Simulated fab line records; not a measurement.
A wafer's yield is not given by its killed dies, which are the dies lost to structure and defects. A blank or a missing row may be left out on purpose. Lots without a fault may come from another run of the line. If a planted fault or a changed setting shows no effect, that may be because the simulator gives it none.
Matching of chambers | flow sky130 | cmp-02 running SKY_LI_CONTACT_CMP_24: 4 sister chambers
The step polishes, stops on PSG, t overpolish 20 s, target thk 0 nm. 35 wafers are shown with their chamber, then 12 later ones without.

## WAFERS PAIRED WITH THEIR CHAMBERS
wafer  | chamber | motor-current-A (A) | time-to-endpoint-s (s) | overpolish-run-s (s)
L074.1 | 2       | 10.7                | 90                     | 20.008
L074.4 | 0       | 11.2                | 99                     | 20.009
L074.6 | 2       | 11.3                | 87                     | 19.993
L075.3 | 3       | 9.6                 | 101                    | 19.982
L075.5 | 1       | 12.4                | 95                     | 20.005
L075.6 | 2       | 11.1                | 99                     | 20.002
L076.4 | 2       | 10.9                | 88                     | 20.004
L076.5 | 0       | 10.7                | 99                     | 20.015
L076.6 | 3       | 9.8                 | 92                     | 19.989
L077.1 | 0       | 11.1                | 95                     | 20.015
L077.4 | 1       | 12.9                | 91                     | 20.002
L077.6 | 3       | 9.4                 | 98                     | 20.002
L078.2 | 2       | 11.2                | 94                     | 20.009
L078.5 | 1       | 12.6                | 95                     | 20.022
L078.6 | 2       | 10.5                | 92                     | 19.993
L080.1 | 1       | 11.9                | 97                     | 19.999
L080.3 | 0       | 11.1                | 99                     | 19.988
L080.5 | 0       | 10.4                | 102                    | 19.999
L081.1 | 0       | 11.1                | 102                    | 19.997
L081.4 | 2       | 11.0                | 96                     | 20.003
L081.5 | 2       | 11.1                | 98                     | 19.984
L082.1 | 1       | 13.0                | 95                     | 20.004
L082.5 | 1       | 12.3                | 90                     | 19.993
L082.6 | 0       | 10.6                | 99                     | 19.998
L085.1 | 3       | 10.3                | 98                     | 20.005
L085.4 | 1       | 13.0                | 95                     | 20.004
L085.6 | 1       | 12.1                | 95                     | 20.000
L084.2 | 3       | 9.8                 | 102                    | 20.001
L084.5 | 0       | 11.0                | 99                     | 20.002
L084.6 | 1       | 12.3                | 97                     | 20.004
L086.4 | 3       | 9.8                 | 97                     | 20.011
L086.5 | 2       | 11.3                | 86                     | 20.005
L086.6 | 1       | 12.1                | 90                     | 20.006
L087.1 | 0       | 11.0                | 95                     | 20.007
L087.2 | 3       | 9.5                 | 99                     | 20.000

SIGNATURES (averages over the wafers above)
reading            | chamber 0 | chamber 1 | chamber 2 | chamber 3 | scatter within a chamber
motor-current-A    | 10.911    | 12.460    | 11.011    | 9.743     | 0.318
time-to-endpoint-s | 98.78     | 94.00     | 92.22     | 98.14     | 3.42
overpolish-run-s   | 20.00333  | 20.00390  | 20.00011  | 19.99857  | 0.00856
Rule: for each reading, subtract the chamber's mean from the wafer's reading, divide by that reading's scatter and square the result; add these up over the readings and take the root, which gives the wafer's distance from the chamber. The wafer belongs to the nearest chamber; if the next one is less than 2 further off, it can't be placed. The scatter is the square root of a quotient: the sum, over the shown wafers, of each reading's squared deviation from its chamber's mean, divided by wafers minus chambers.

## WAFERS WHOSE CHAMBER IS MISSING
wafer  | motor-current-A (A) | time-to-endpoint-s (s) | overpolish-run-s (s)
L087.6 | 11.9                | 93                     | 20.013
L088.2 | 10.9                | 88                     | 19.997
L088.5 | 13.3                | 94                     | 19.998
L088.6 | 10.9                | 90                     | 20.000
L090.1 | 11.1                | 92                     | 19.988
L090.2 | 9.9                 | 100                    | 20.002
L090.4 | 12.8                | 93                     | 19.994
L089.3 | 12.4                | 100                    | 19.990
L089.4 | 11.1                | 96                     | 19.998
L089.6 | 11.9                | 105                    | 19.991
L097.2 | 11.5                | 89                     | 20.003
L097.3 | 11.4                | 104                    | 19.994

## CHAMBER TAKEN BY EACH
wafer  | from the rows above          | in truth
L087.6 | can't be placed: 1 or 2 or 0 | 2
L088.2 | can't be placed: 2 or 0      | 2
L088.5 | 1                            | 1
L088.6 | can't be placed: 2 or 0      | 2
L090.1 | can't be placed: 2 or 0      | 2
L090.2 | 3                            | 3
L090.4 | 1                            | 1
L089.3 | 1                            | 1
L089.4 | can't be placed: 2 or 0      | 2
L089.6 | can't be placed: 0 or 1 or 2 | 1
L097.2 | can't be placed: 2 or 1 or 0 | 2
L097.3 | can't be placed: 0 or 2      | 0
Correctly placed: 4 of 12. Can't be placed from these rows: 8 (the true chamber is among the candidates in 8). Number placed wrongly: 0.
